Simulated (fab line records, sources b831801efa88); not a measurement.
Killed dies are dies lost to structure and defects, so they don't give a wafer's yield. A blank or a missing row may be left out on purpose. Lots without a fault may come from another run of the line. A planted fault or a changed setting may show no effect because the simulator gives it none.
fab line records | flow gf180mcu
record lots=11 wafers=33 last_day=35
route steps=602 shown STI@13 VT_IMPLANT@94 HV_LDD@228 CONTACT@309
lots that met no fault: from a run of the same line without faults
start_h: hours from the record's first day to the start of the lot's first wafer shown | wait_h: hours since the lot's step before | " the same as in the row above | L1.1+2: a row that stands for several wafers | - no value, or no start given | * or withheld: withheld | < > ~ a bound
route shown NAME@n: a module of which the file shows steps, and the number in the route of the first | usual: mean/standard deviation of fault-free wafers | same: alike in all rows | chamber/n: place in a boat | sites: the reading at each site | _std_site: their standard deviation | _edge_site: outer sites' mean less inner sites' | radius_mm: how far each site lies from the wafer's centre | mask NAME#n: copy n | behind: the tool/chamber that last shaped the wafer | hold: why the lot was held/for how many hours/how that ended | device: the transistor (n, p or np) that didn't switch | end of line: the same wafers' tests at the end of the route | a step without rows: its recipe alone | killed: dies lost to structure and defects at the first sort, not the wafer's yield | map: a wafer's dies, x killed, . not, _ none there
set.NAME: the setting as run; set.NAME@STEP: as run at that earlier step | model.NAME: the simulator's own value behind a step, which no gauge read
steps of the route over a sample of lots; a table a step, a row a wafer
services: from which hour (start_h, from the record's first day; less than 0 if before it) a tool's chamber was out of use, for how many hours, and why
## steps
# step GF_STI_CD_MEAS_12
# recipe target_cd_nm=220
# usual cd_nm=220.1/1.6
# columns lot.wafer tool chamber start_h wait_h cd_nm
L773.1 cd_sem-01 - 31.62 0.1 220.1
L773.2 " - " " 219.6
L773.6 " - " " 221.3
L782.2 cd_sem-01 - 78.29 0.1 221.6
L782.4 " - " " 222.1
L782.5 " - " " 222.5
L785.3 cd_sem-02 - 95.20 0.1 221.8
L785.4 " - " " 221.4
L785.6 " - " " 220.6
L786.1 cd_sem-01 - 97.87 0.1 223.2
L786.2 " - " " 224.0
L786.6 " - " " 223.6
L787.2 cd_sem-02 - 104.28 0.1 217.4
L787.5 " - " " 218.4
L787.6 " - " " 218.4
L788.1 cd_sem-01 - 109.02 0.1 219.6
L788.2 " - " " 219.5
L788.3 " - " " 219.5
L789.3 cd_sem-01 - 113.81 0.1 219.2
L789.4 " - " " 217.3
L789.5 " - " " 218.6
L791.1 cd_sem-01 - 123.42 0.1 219.7
L791.4 " - " " 220.8
L791.6 " - " " 220.4
L792.1 cd_sem-01 - 128.42 0.1 221.5
L792.2 " - " " 221.5
L792.5 " - " " 220.4
L794.1 cd_sem-01 - 138.57 0.1 219.6
L794.3 " - " " 219.5
L794.4 " - " " 218.4
L795.2 cd_sem-02 - 144.74 0.1 221.9
L795.4 " - " " 222.3
L795.6 " - " " 221.4
# step GF_VT_IMPLANT_EXPOSE_04
# recipe mask_id=LVPWELL_LV_AREA target_cd_nm=600 na=0.6 source_shape=conventional sigma_outer=0.6 dose_mj=140
# usual exposure_dose_mJ_cm2=140.00/0.13 focus_offset_nm=0.0/0.46 stage_vel_mm_s=500.03/0.24
# same na=0.6
# columns lot.wafer tool chamber start_h wait_h mask exposure_dose_mJ_cm2 focus_offset_nm stage_vel_mm_s
L773.1 iline_stepper-01 0 112.06 - LVPWELL_LV_AREA#0 139.99 0.5 499.80
L773.2 " 0 " " LVPWELL_LV_AREA#0 140.03 0.4 499.66
L773.6 " 0 " " LVPWELL_LV_AREA#0 140.03 0.3 500.12
L782.2 iline_stepper-01 0 168.88 - MVSD#0 139.92 -0.3 500.08
L782.4 " 0 " " MVSD#0 139.84 0.2 500.78
L782.5 " 0 " " MVSD#0 140.01 -0.5 500.35
L785.3 iline_stepper-02 0 187.29 - LVPWELL_LV_AREA#0 139.87 0.7 499.76
L785.4 " 0 " " LVPWELL_LV_AREA#0 139.94 0.1 499.75
L785.6 " 0 " " LVPWELL_LV_AREA#0 140.12 0.7 500.05
L786.1 iline_stepper-02 0 192.46 - LVPWELL_LV_AREA#0 139.91 0.0 500.28
L786.2 " 0 " " LVPWELL_LV_AREA#0 139.97 -0.2 499.91
L786.6 " 0 " " LVPWELL_LV_AREA#0 140.03 -0.2 499.75
L787.2 iline_stepper-01 0 199.47 - LVPWELL_LV_AREA#0 140.01 0.3 500.12
L787.5 " 0 " " LVPWELL_LV_AREA#0 140.14 0.1 500.29
L787.6 " 0 " " LVPWELL_LV_AREA#0 140.12 0.2 500.25
L788.1 iline_stepper-01 0 207.69 - LVPWELL_LV_AREA#0 140.00 -1.0 499.87
L788.2 " 0 " " LVPWELL_LV_AREA#0 140.02 -1.1 499.72
L788.3 " 0 " " LVPWELL_LV_AREA#0 139.91 -0.8 500.06
L789.3 iline_stepper-01 0 211.16 - LVPWELL_LV_AREA#0 139.78 -0.4 500.15
L789.4 " 0 " " LVPWELL_LV_AREA#0 139.97 -0.3 500.01
L789.5 " 0 " " LVPWELL_LV_AREA#0 139.88 0.1 500.37
L791.1 iline_stepper-02 0 224.62 - LVPWELL_LV_AREA#0 139.86 0.3 499.83
L791.4 " 0 " " LVPWELL_LV_AREA#0 139.95 0.4 500.05
L791.6 " 0 " " LVPWELL_LV_AREA#0 140.05 0.5 499.71
L792.1 iline_stepper-01 0 226.78 - LVPWELL_LV_AREA#0 139.90 1.1 500.50
L792.2 " 0 " " LVPWELL_LV_AREA#0 139.99 -0.2 500.53
L792.5 " 0 " " LVPWELL_LV_AREA#0 140.01 -0.2 500.40
L794.1 iline_stepper-01 0 237.60 - LVPWELL_LV_AREA#0 139.83 0.2 500.17
L794.3 " 0 " " LVPWELL_LV_AREA#0 139.83 -0.1 500.15
L794.4 " 0 " " LVPWELL_LV_AREA#0 139.90 -0.5 499.81
L795.2 iline_stepper-01 0 245.32 - LVPWELL_LV_AREA#0 140.17 0.0 500.00
L795.4 " 0 " " LVPWELL_LV_AREA#0 140.14 -0.3 500.11
L795.6 " 0 " " LVPWELL_LV_AREA#0 139.94 0.3 500.08
# step GF_VT_IMPLANT_OVL_MEAS_07
# usual VT_IMPLANT_OVL=1.4/1.3
# columns lot.wafer tool chamber start_h wait_h VT_IMPLANT_OVL[nm]
L773.1 overlay-01 - 119.47 0.1 0.1
L773.2 " - " " 2.0
L773.6 " - " " 0.4
L782.2 overlay-02 - 177.13 0.1 -
L782.4 " - " " -
L782.5 " - " " -
L785.3 overlay-01 - 195.63 0.1 1.4
L785.4 " - " " 1.7
L785.6 " - " " 1.7
L786.1 overlay-01 - 201.17 0.1 0.2
L786.2 " - " " 1.8
L786.6 " - " " 1.4
L787.2 overlay-02 - 208.63 0.1 -0.1
L787.5 " - " " 0.1
L787.6 " - " " 0.9
L788.1 overlay-02 - 215.36 0.1 -1.7
L788.2 " - " " 1.1
L788.3 " - " " 1.9
L789.3 overlay-02 - 218.72 0.1 1.4
L789.4 " - " " 0.8
L789.5 " - " " 1.5
L791.1 overlay-01 - 234.46 0.1 2.1
L791.4 " - " " 3.1
L791.6 " - " " 2.3
L792.1 overlay-01 - 235.46 0.1 1.8
L792.2 " - " " 2.1
L792.5 " - " " 1.1
L794.1 overlay-02 - 247.17 0.1 1.7
L794.3 " - " " 2.4
L794.4 " - " " 2.6
L795.2 overlay-01 - 254.68 0.1 0.9
L795.4 " - " " 3.2
L795.6 " - " " 1.9
# step GF_VT_IMPLANT_TW_MEAS_10
# usual VT_IMPLANT_TW=562.1/2.5
# columns lot.wafer tool chamber start_h wait_h hold VT_IMPLANT_TW
L773.1 film_metro-03 - 119.76 0.1 - 559.4
L773.2 " - " " - 560.6
L773.6 " - " " - 561.8
L782.2 film_metro-04 - 177.42 0.1 await_dispo/0.2h/release 30.0
L782.4 " - " " await_dispo/0.2h/release 30.0
L782.5 " - " " await_dispo/0.2h/release 30.2
L782.2 film_metro-04 - 177.64 0.2 - 29.9
L782.4 " - " " - 30.0
L782.5 " - " " - 30.0
L785.3 film_metro-04 - 195.93 0.1 - 560.2
L785.4 " - " " - 563.7
L785.6 " - " " - 562.8
L786.1 film_metro-01 - 201.46 0.1 - 565.0
L786.2 " - " " - 564.0
L786.6 " - " " - 562.8
L787.2 film_metro-04 - 208.92 0.1 - 563.4
L787.5 " - " " - 559.9
L787.6 " - " " - 556.4
L788.1 film_metro-01 - 215.64 0.1 - 564.2
L788.2 " - " " - 566.7
L788.3 " - " " - 566.8
L789.3 film_metro-01 - 219.01 0.1 - 564.1
L789.4 " - " " - 562.6
L789.5 " - " " - 561.3
L791.1 film_metro-03 - 234.74 0.1 - 560.8
L791.4 " - " " - 560.1
L791.6 " - " " - 564.4
L792.1 film_metro-01 - 235.74 0.1 - 561.3
L792.2 " - " " - 559.9
L792.5 " - " " - 562.7
L794.1 film_metro-01 - 247.46 0.1 - 558.8
L794.3 " - " " - 559.9
L794.4 " - " " - 558.4
L795.2 film_metro-01 - 254.97 0.1 - 559.1
L795.4 " - " " - 560.1
L795.6 " - " " - 560.1
# step GF_HV_LDD_RTA_52
# recipe temp_c=1000 time_s=10 ambient=N2
# usual lamp_power_pct=34.6/1.1 wafer_temp_C_max=1003.6/0.85
# columns lot.wafer tool chamber start_h wait_h lamp_power_pct wafer_temp_C_max
L773.1 rtp_anneal-01 0 285.94 0.0 33.7 1004.3
L773.2 " 0 " " 33.7 1005.7
L773.6 " 0 " " 33.7 1004.3
L785.3 rtp_anneal-02 0 387.06 0.0 36.1 1002.7
L785.4 " 0 " " 36.0 1002.6
L785.6 " 0 " " 36.1 1002.4
L786.1 rtp_anneal-01 0 395.24 0.0 33.8 1005.3
L786.2 " 0 " " 33.7 1003.1
L786.6 " 0 " " 33.7 1004.2
L787.2 rtp_anneal-01 0 406.20 0.0 33.7 1003.5
L787.5 " 0 " " 33.7 1004.0
L787.6 " 0 " " 33.7 1003.0
L788.1 rtp_anneal-01 0 411.36 0.0 33.7 1003.8
L788.2 " 0 " " 33.8 1004.4
L788.3 " 0 " " 33.7 1004.6
L789.3 rtp_anneal-01 0 417.36 0.0 33.8 1003.3
L789.4 " 0 " " 33.7 1003.4
L789.5 " 0 " " 33.8 1004.2
L792.1 rtp_anneal-02 0 438.04 0.0 36.0 1004.5
L792.2 " 0 " " 36.1 1003.4
L792.5 " 0 " " 36.0 1002.8
L791.1 rtp_anneal-01 0 441.38 0.0 33.8 1003.4
L791.4 " 0 " " 33.7 1004.8
L791.6 " 0 " " 33.7 1004.5
L794.1 rtp_anneal-01 0 459.93 0.0 33.7 1003.8
L794.3 " 0 " " 33.8 1003.8
L794.4 " 0 " " 33.8 1003.6
L795.2 rtp_anneal-02 0 467.69 0.0 36.1 1002.7
L795.4 " 0 " " 36.1 1002.4
L795.6 " 0 " " 36.1 1002.8
# step GF_CONTACT_SPUTTER_22
# recipe material=Ti target_thk_nm=15 chamber_pressure_pa=5 power_w=2500 substrate_temp_c=200 time_s=80.02
# usual throttle_valve_pct=30.0/1.3
# columns lot.wafer tool chamber start_h wait_h throttle_valve_pct
L773.1 pvd_sputter-02 - 379.35 0.0 27.7
L773.2 " - " " 29.7
L773.6 " - " " 30.9
L785.3 pvd_sputter-02 - 488.54 0.0 30.0
L785.4 " - " " 29.8
L785.6 " - " " 30.7
L786.1 pvd_sputter-02 - 497.65 0.0 29.8
L786.2 " - " " 30.2
L786.6 " - " " 30.1
L787.2 pvd_sputter-02 - 510.50 0.0 30.0
L787.5 " - " " 30.0
L787.6 " - " " 27.8
L788.1 pvd_sputter-04 - 513.39 0.0 31.9
L788.2 " - " " 28.2
L788.3 " - " " 29.1
L789.3 pvd_sputter-04 - 519.59 0.0 32.0
L789.4 " - " " 28.9
L789.5 " - " " 29.8
L792.1 pvd_sputter-02 - 539.39 0.0 29.9
L792.2 " - " " 30.7
L792.5 " - " " 29.6
L791.1 pvd_sputter-02 - 543.10 0.0 30.2
L791.4 " - " " 27.8
L791.6 " - " " 30.1
L794.1 pvd_sputter-02 - 560.79 0.0 30.8
L794.3 " - " " 27.8
L794.4 " - " " 30.0
L795.2 pvd_sputter-04 - 567.14 0.0 29.1
L795.4 " - " " 32.2
L795.6 " - " " 28.2
## services
# columns tool chamber start_h hours kind
iline_stepper-02 - 107.34 1.7 pm
pvd_sputter-04 - 140.77 2.0 repair
iline_stepper-01 - 146.31 1.0 repair
pvd_sputter-02 - 161.29 7.3 repair
iline_stepper-01 - 162.44 0.8 repair
pvd_sputter-02 3 180.24 - consumable_replace:kit
pvd_sputter-02 3 180.24 18.0 scheduled_down
pvd_sputter-02 3 180.24 18.0 vent_cycle
iline_stepper-01 - 199.92 7.3 repair
iline_stepper-02 - 201.94 12.2 repair
pvd_sputter-04 - 209.74 5.5 repair
iline_stepper-02 - 219.95 2.3 repair
iline_stepper-02 - 232.58 0.9 repair
iline_stepper-01 0 293.57 - calibration
iline_stepper-01 - 304.97 1.7 pm
iline_stepper-02 - 325.52 1.7 pm
rtp_anneal-01 - 348.64 3.5 pm
iline_stepper-01 - 360.97 3.7 repair
iline_stepper-01 - 430.30 2.2 repair
iline_stepper-01 0 507.35 - calibration
iline_stepper-02 - 515.91 4.4 pm
iline_stepper-01 - 523.15 1.7 pm
iline_stepper-02 - 543.70 1.7 pm
iline_stepper-01 - 553.53 7.5 repair
## key
first_sign step=GF_VT_IMPLANT_EXPOSE_04 reading=mask direction=changed
effect step=GF_VT_IMPLANT_OVL_MEAS_07 reading=VT_IMPLANT_OVL direction=missing
effect step=GF_VT_IMPLANT_TW_MEAS_10 reading=visit direction=added
effect step=GF_VT_IMPLANT_TW_MEAS_10 reading=VT_IMPLANT_TW direction=down sigmas=99+ usual=562.1 struck=30.1
met_at GF_VT_IMPLANT_EXPOSE_04
struck_lots L782
scrapped_behind GF_VT_IMPLANT_TW_MEAS_10 L782.2,L782.4,L782.5
not_acting_at GF_STI_CD_MEAS_12,GF_HV_LDD_RTA_52,GF_CONTACT_SPUTTER_22
onset_between 112.06 168.88
fault kind=wrong_mask tool=any chamber=- onset_h=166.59 steps=GF_VT_IMPLANT_EXPOSE_04 aux_copy=MVSD#0 scope=struck_lots_only
